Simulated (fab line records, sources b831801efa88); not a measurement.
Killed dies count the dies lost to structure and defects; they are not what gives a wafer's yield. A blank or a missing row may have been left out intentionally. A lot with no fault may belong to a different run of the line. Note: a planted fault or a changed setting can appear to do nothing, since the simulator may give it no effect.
Struck lot and sound lot, side by side / flow sky130 / 16 steps out of a route of 708
Sound: wafers L897.2, L897.3, L897.5. Wafers struck: L901.1, L901.3, L901.4. The cause is named last.
For every step that has rows: the tool of each side, followed by ch and its chambers, followed by its first start. Under that, the readings that differ: sound wafers / struck wafers / difference of the means / sigmas: that difference in standard deviations of wafers without a fault.
alike: readings whose means differ by less than 2 such deviations, and words and numbers that are the same on both sides. not compared: withheld readings, readings that some wafer has no value for, bounds like >300 that may hide the same value, and numbers for which the record gives no deviation and whose values overlap.
Wherever a step has rows on one side only, a row that says differs or no value, or a row with sigmas, the two part there. Numbers that have no deviation but don't overlap get no sigmas and don't part them. A reading missing from all wafers of one side parts the sides only when that side holds two or more wafers.

first, 1 step without rows for these wafers: SKY_METAL5_CLEAN_19 (cleans in O3/DIW).
SKY_PASSIVATION_CVD_00: deposits SiO2, target thk 90 nm.
  sound on pecvd-03 ch 0,1, day 44 01:16; struck on pecvd-02 ch 1,2, day 45 00:23
  alike: heater-power-w
SKY_PASSIVATION_THK_MEAS_01:
  struck on film-metro-04, day 45 00:25; sound on film-metro-04, day 44 01:19
  alike: PASSIVATION_CVD_00_THK
SKY_PASSIVATION_CVD_02: deposits Si3N4, target thk 540 nm.
  sound on pecvd-01 ch 1,2, day 44 01:22; struck on pecvd-01 ch 0,1, day 45 00:28
  alike: heater-power-w
SKY_PASSIVATION_THK_MEAS_03:
  struck on film-metro-04, day 45 00:41; sound on film-metro-01, day 44 01:35
  alike: PASSIVATION_CVD_02_THK
then, 7 steps without rows for these wafers: SKY_PASSIVATION_DEHYDRATE_04 (time 60 s); SKY_PASSIVATION_HMDS_05 (prime time 60 s); SKY_PASSIVATION_COAT_06 (resist thk 3000 nm); SKY_PASSIVATION_SOFTBAKE_07; SKY_PASSIVATION_EXPOSE_08 (exposes mask NSM, target cd 3000 nm); SKY_PASSIVATION_PEB_09; SKY_PASSIVATION_DEVELOP_10 (develop time 61.22 s).
SKY_PASSIVATION_ETCH_11: etches the open film in CF4/O2, stops on AlCu, target depth 725 nm, time 161.1 s.
  sound on rie-diel-01 ch 2,3, day 45 00:58; struck on rie-diel-01 ch 0,1,3, day 45 21:58
reading=rf-fwd-power-W (W); sound=793.6 798.5 794.4; struck=928.7 924.7 924.9; difference=+130.6; sigmas=+54
reading=model.coat_of_PASSIVATION_COAT_06.thk-nm (nm); sound=2527 2516 2528; struck=2476 2461 2470; difference=-55; sigmas=
  alike: drypump-motor-current-A, oes-product-au, throttle-valve-pct
  not compared: rf-hours-counter-h
SKY_PASSIVATION_STRIP_12: strips in O2/N2.
  sound on plasma-asher-01 ch 0,1, day 45 01:05; struck on plasma-asher-03 ch 0,1, day 45 22:05
reading=strip-time-to-endpoint-s (s); sound=31.66 31.51 31.66; struck=31.03 30.86 30.96; difference=-0.66; sigmas=-5
  alike: drypump-motor-current-A, oes-product-au
  not compared: rf-hours-counter-h
then, 1 step without rows for these wafers: SKY_PAD_OPEN_DEHYDRATE_00 (time 60 s).
SKY_PAD_OPEN_PROBE_99:
  struck on prober-02, day 46 22:13; sound on prober-02, day 46 01:16
  alike: defect-limited-yield, killed_at_M0_to_M3, killed_at_M4_up, killed-at-contacts, killed-at-front-end, killed-at-other, killed-dies, killed-open, killed-short, sort_bin_3_pad_short, sort_bin_5_function, sort_bin_6_memory, sort-n-pass, sort-yield-pct

## WHERE THEY PART
Last at SKY_PASSIVATION_STRIP_12 as far as this record goes, first at SKY_PASSIVATION_ETCH_11. Later steps at which nothing parts them and some readings are alike: SKY_PAD_OPEN_PROBE_99.

WHY: what had been put in by the simulator
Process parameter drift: rie-diel-01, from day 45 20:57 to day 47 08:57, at SKY_PASSIVATION_ETCH_11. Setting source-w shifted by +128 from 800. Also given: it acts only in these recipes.
